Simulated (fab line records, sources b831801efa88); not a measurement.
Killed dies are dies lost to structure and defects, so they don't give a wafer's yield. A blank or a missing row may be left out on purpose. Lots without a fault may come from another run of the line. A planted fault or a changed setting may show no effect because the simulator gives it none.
Which tool did it? | flow sky130 | 14 lots, 42 wafers sampled, at 6 steps of a route of 708

WHAT THE GAUGES READ, wafer by wafer
SKY_PWDE_TW_MEAS_10. Usual: PWDE_TW 376, standard deviation 3.3.
lot  | measured    | on            | PWDE_TW     | flag
L339 | day 3 23:25 | film_metro-04 | 370 372 374 |
L340 | day 4 10:13 | film_metro-03 | 374 377 375 |
L341 | day 4 11:19 | film_metro-04 | 374 374 372 |
L343 | day 4 20:31 | film_metro-02 | 377 376 379 |
L345 | day 5 06:00 | film_metro-02 | 382 381 381 |
L346 | day 5 11:40 | film_metro-04 | 374 373 372 |
L350 | day 6 10:35 | film_metro-02 | 31 31 31    | OFF
L351 | day 6 19:26 | film_metro-04 | 30 30 30    | OFF
L356 | day 7 19:04 | film_metro-04 | 375 373 375 |
L357 | day 8 00:59 | film_metro-02 | 382 378 381 |
L358 | day 8 10:25 | film_metro-02 | 379 376 380 |
L360 | day 8 20:10 | film_metro-03 | 374 374 374 |
L361 | day 8 23:54 | film_metro-02 | 380 380 380 |
L362 | day 9 04:44 | film_metro-02 | 381 381 379 |

SKY_VIA1_OVL_MEAS_13. Usual: VIA1_OVL -2 nm, standard deviation 5.6.
lot  | measured     | on         | VIA1_OVL (nm) | flag
L339 | day 33 23:58 | overlay-02 | 2 1 -8        |
L340 | day 34 16:44 | overlay-01 | -5 6 3        |
L341 | day 34 20:11 | overlay-01 | -13 -3 -8     |
L343 | day 35 06:51 | overlay-02 | -8 -5 -4      |
L345 | day 36 01:49 | overlay-01 | -5 -8 -6      |
L346 | day 36 06:47 | overlay-01 | -14 -7 -9     |
L350 | day 37 12:26 | overlay-02 | 1 -6 4        |
L351 | day 38 04:12 | overlay-02 | -10 -2 -13    |
L356 | day 39 10:57 | overlay-02 | -1 -9 -5      |
L357 | day 39 16:32 | overlay-01 | 5 3 1         |
L358 | day 40 04:16 | overlay-02 | 9 5 2         |
L360 | day 40 11:46 | overlay-02 | -6 -6 -8      |
L361 | day 40 18:41 | overlay-02 | 1 -2 -1       |
L362 | day 40 23:52 | overlay-02 | -2 1 2        |

SKY_CAPM_OVL_MEAS_12. Usual: CAPM_OVL -1.2 nm, standard deviation 1.5.
lot  | measured     | on         | CAPM_OVL (nm)  | flag
L339 | day 37 11:25 | overlay-02 | -1.7 -1.5 -2.3 |
L340 | day 38 03:52 | overlay-02 | -0.4 -1.2 -1.7 |
L341 | day 38 07:35 | overlay-02 | -0.5 -1.0 0.3  |
L343 | day 38 16:43 | overlay-02 | -1.0 -1.2 -2.3 |
L345 | day 39 11:04 | overlay-02 | 0.7 -0.7 1.2   |
L346 | day 39 17:07 | overlay-01 | 1.1 0.0 0.0    |
L350 | day 40 20:55 | overlay-01 | -2.6 -3.3 -4.9 |
L351 | day 41 11:56 | overlay-01 | -2.2 -0.1 -1.7 |
L356 | day 42 17:34 | overlay-01 | -0.9 -0.3 -3.0 |
L357 | day 42 21:43 | overlay-02 | 2.3 0.5 -2.7   |
L358 | day 43 08:37 | overlay-01 | -2.3 -3.8 -3.6 |
L360 | day 43 16:25 | overlay-01 | -1.1 -0.9 -2.2 |
L361 | day 43 22:19 | overlay-01 | -5.2 -4.2 -2.5 |
L362 | day 44 02:43 | overlay-01 | -2.7 -3.1 -4.4 |

WHICH TOOL RAN EACH LOT (tool, then ch and the chambers of the sampled wafers, then the start)
lot  | SKY_DNWELL_STRIP_08                 | SKY_PWDE_STRIP_09                   | SKY_METAL3_SPUTTER_03
L339 | plasma_asher-04 ch 0,1, day 3 07:32 | plasma_asher-01 ch 0,1, day 3 23:19 | pvd_sputter-01, day 36 09:07
L340 | plasma_asher-02 ch 0,1, day 3 18:02 | plasma_asher-02 ch 0,1, day 4 10:08 | pvd_sputter-02, day 37 01:59
L341 | plasma_asher-04 ch 0,1, day 3 18:22 | plasma_asher-02 ch 0,1, day 4 11:13 | pvd_sputter-02, day 37 05:03
L343 | plasma_asher-04 ch 0, day 4 02:58   | plasma_asher-02 ch 0,1, day 4 20:25 | pvd_sputter-02, day 37 15:09
L345 | plasma_asher-04 ch 0,1, day 4 12:46 | plasma_asher-02 ch 0,1, day 5 05:54 | pvd_sputter-01, day 38 10:32
L346 | plasma_asher-02 ch 0,1, day 4 18:32 | plasma_asher-03 ch 0,1, day 5 11:34 | pvd_sputter-02, day 38 15:49
L350 | plasma_asher-01 ch 0,1, day 5 16:01 | plasma_asher-01 ch 0,1, day 6 10:29 | pvd_sputter-03, day 39 19:47
L351 | plasma_asher-04 ch 0,1, day 5 23:50 | plasma_asher-03 ch 0,1, day 6 19:20 | pvd_sputter-03, day 40 11:38
L356 | plasma_asher-01 ch 0,1, day 6 23:29 | plasma_asher-02 ch 0,1, day 7 18:57 | pvd_sputter-01, day 41 17:10
L357 | plasma_asher-01 ch 0,1, day 7 05:01 | plasma_asher-01 ch 0,1, day 8 00:53 | pvd_sputter-03, day 41 21:58
L358 | plasma_asher-01 ch 0,1, day 7 14:19 | plasma_asher-01 ch 0,1, day 8 10:19 | pvd_sputter-03, day 42 09:14
L360 | plasma_asher-02 ch 0,1, day 7 23:49 | plasma_asher-02 ch 0,1, day 8 20:04 | pvd_sputter-01, day 42 17:16
L361 | plasma_asher-04 ch 0,1, day 8 02:38 | plasma_asher-02 ch 0,1, day 8 23:48 | pvd_sputter-02, day 42 23:25
L362 | plasma_asher-02 ch 0,1, day 8 07:26 | plasma_asher-03 ch 0,1, day 9 04:38 | pvd_sputter-01, day 43 03:43
- SKY_DNWELL_STRIP_08: strips in O2/N2.
- SKY_PWDE_STRIP_09: strips in O2/N2.
- SKY_METAL3_SPUTTER_03: material Ti, target thk 5 nm, time 3.3 s.

WHAT THE TOOLS THEMSELVES READ (means of the sampled wafers that have a number; where no wafer has one, the mark that the record gives instead)
SKY_DNWELL_STRIP_08. Usual: chamber_pressure_mTorr 1500.0 mTorr, standard deviation 1.4; drypump_motor_current_A 6.1 A, standard deviation 0.58; o2_flow_sccm 3000 sccm, standard deviation 8.7; oes_product_au 0.722 a.u., standard deviation 0.0041; strip_time_to_endpoint_s 36.90 s, standard deviation 0.083.
lot  | tool            | chamber_pressure_mTorr (mTorr) | drypump_motor_current_A (A) | o2_flow_sccm (sccm) | oes_product_au (a.u.) | strip_time_to_endpoint_s (s) | flag
L339 | plasma_asher-04 | 1500.3                         | 6.5                         | 2996                | 0.721                 | 36.94                        |
L340 | plasma_asher-02 | 1500.5                         | 6.0                         | 3014                | 0.723                 | 36.90                        |
L341 | plasma_asher-04 | 1499.7                         | 6.4                         | 2998                | 0.723                 | 36.87                        |
L343 | plasma_asher-04 | 1498.7                         | 6.5                         | 3000                | 0.720                 | 36.85                        |
L345 | plasma_asher-04 | 1499.6                         | 6.4                         | 2998                | 0.719                 | 36.75                        |
L346 | plasma_asher-02 | 1498.7                         | 6.0                         | 3002                | 0.724                 | 36.87                        |
L350 | plasma_asher-01 | -                              | -                           | -                   | -                     | -                            | OFF
L351 | plasma_asher-04 | -                              | -                           | -                   | -                     | -                            | OFF
L356 | plasma_asher-01 | 1501.2                         | 5.8                         | 3007                | 0.719                 | 36.78                        |
L357 | plasma_asher-01 | 1500.1                         | 5.8                         | 3010                | 0.723                 | 36.87                        |
L358 | plasma_asher-01 | 1498.8                         | 5.8                         | 2998                | 0.724                 | 37.01                        |
L360 | plasma_asher-02 | 1499.8                         | 6.0                         | 3000                | 0.720                 | 36.93                        |
L361 | plasma_asher-04 | 1500.8                         | 6.5                         | 3001                | 0.723                 | 36.93                        |
L362 | plasma_asher-02 | 1499.2                         | 5.4                         | 3003                | 0.727                 | 36.93                        |

SKY_PWDE_STRIP_09. Usual: chamber_pressure_mTorr 1499.9 mTorr, standard deviation 1.4; drypump_motor_current_A 5.8 A, standard deviation 0.57; o2_flow_sccm 2999 sccm, standard deviation 7.6; oes_product_au 0.723 a.u., standard deviation 0.0044; strip_time_to_endpoint_s 36.89 s, standard deviation 0.11.
lot  | tool            | chamber_pressure_mTorr (mTorr) | drypump_motor_current_A (A) | o2_flow_sccm (sccm) | oes_product_au (a.u.) | strip_time_to_endpoint_s (s) | flag
L339 | plasma_asher-01 | 1499.3                         | 5.8                         | 2997                | 0.726                 | 36.92                        |
L340 | plasma_asher-02 | 1500.2                         | 5.4                         | 2995                | 0.719                 | 37.06                        |
L341 | plasma_asher-02 | 1500.7                         | 6.0                         | 2999                | 0.722                 | 36.89                        |
L343 | plasma_asher-02 | 1498.9                         | 6.0                         | 3002                | 0.723                 | 36.88                        |
L345 | plasma_asher-02 | 1501.0                         | 6.0                         | 2998                | 0.723                 | 36.86                        |
L346 | plasma_asher-03 | 1498.5                         | 6.1                         | 2992                | 0.722                 | 36.86                        |
L350 | plasma_asher-01 | 1500.5                         | 5.8                         | 2991                | 0.738                 | 80.86                        | OFF
L351 | plasma_asher-03 | 1501.9                         | 6.2                         | 2994                | 0.736                 | 81.03                        | OFF
L356 | plasma_asher-02 | 1498.6                         | 5.5                         | 2999                | 0.727                 | 36.85                        |
L357 | plasma_asher-01 | 1500.6                         | 5.8                         | 2998                | 0.721                 | 37.08                        |
L358 | plasma_asher-01 | 1498.9                         | 5.8                         | 2998                | 0.722                 | 36.72                        |
L360 | plasma_asher-02 | 1500.2                         | 5.4                         | 2996                | 0.720                 | 36.77                        |
L361 | plasma_asher-02 | 1500.6                         | 5.4                         | 3001                | 0.722                 | 36.85                        |
L362 | plasma_asher-03 | 1500.9                         | 6.2                         | 2996                | 0.725                 | 36.80                        |

SKY_METAL3_SPUTTER_03. Usual: throttle_valve_pct 29.6 %, standard deviation 0.99.
lot  | tool           | throttle_valve_pct (%) | flag
L339 | pvd_sputter-01 | 29.6                   |
L340 | pvd_sputter-02 | 28.9                   |
L341 | pvd_sputter-02 | 28.8                   |
L343 | pvd_sputter-02 | 28.9                   |
L345 | pvd_sputter-01 | 29.3                   |
L346 | pvd_sputter-02 | 29.7                   |
L350 | pvd_sputter-03 | 30.4                   |
L351 | pvd_sputter-03 | 30.4                   |
L356 | pvd_sputter-01 | 29.4                   |
L357 | pvd_sputter-03 | 30.6                   |
L358 | pvd_sputter-03 | 30.4                   |
L360 | pvd_sputter-01 | 28.6                   |
L361 | pvd_sputter-02 | 30.4                   |
L362 | pvd_sputter-01 | 29.6                   |

THE ANSWER, worked out from the rows above alone
Rule: a lot is off if the mean of its wafers that have a number lies more than 3 standard deviations from the usual mean. A lot without any number at a reading at which 4 lots or more have one is off too. The other lots that the step has rows for count as sound. The gauges are gone through in route order, then the tools' own readings, and for those a lot's mean is taken as printed above. The first step at which some lot is off is used, and at that step the reading that is off furthest; a lot without a number counts as furthest.
Off: L350, L351, at SKY_PWDE_TW_MEAS_10 (PWDE_TW).
A tool fits if, at a process step before that reading, it ran every lot that is off, and no sound lot after the first of them. The gauges at SKY_PWDE_TW_MEAS_10 aren't tried: what is off there is off at SKY_DNWELL_STRIP_08 too, on other tools, and a gauge's error can't cause that. None of those tried fits.

WHAT THE SIMULATOR HAD PUT IN
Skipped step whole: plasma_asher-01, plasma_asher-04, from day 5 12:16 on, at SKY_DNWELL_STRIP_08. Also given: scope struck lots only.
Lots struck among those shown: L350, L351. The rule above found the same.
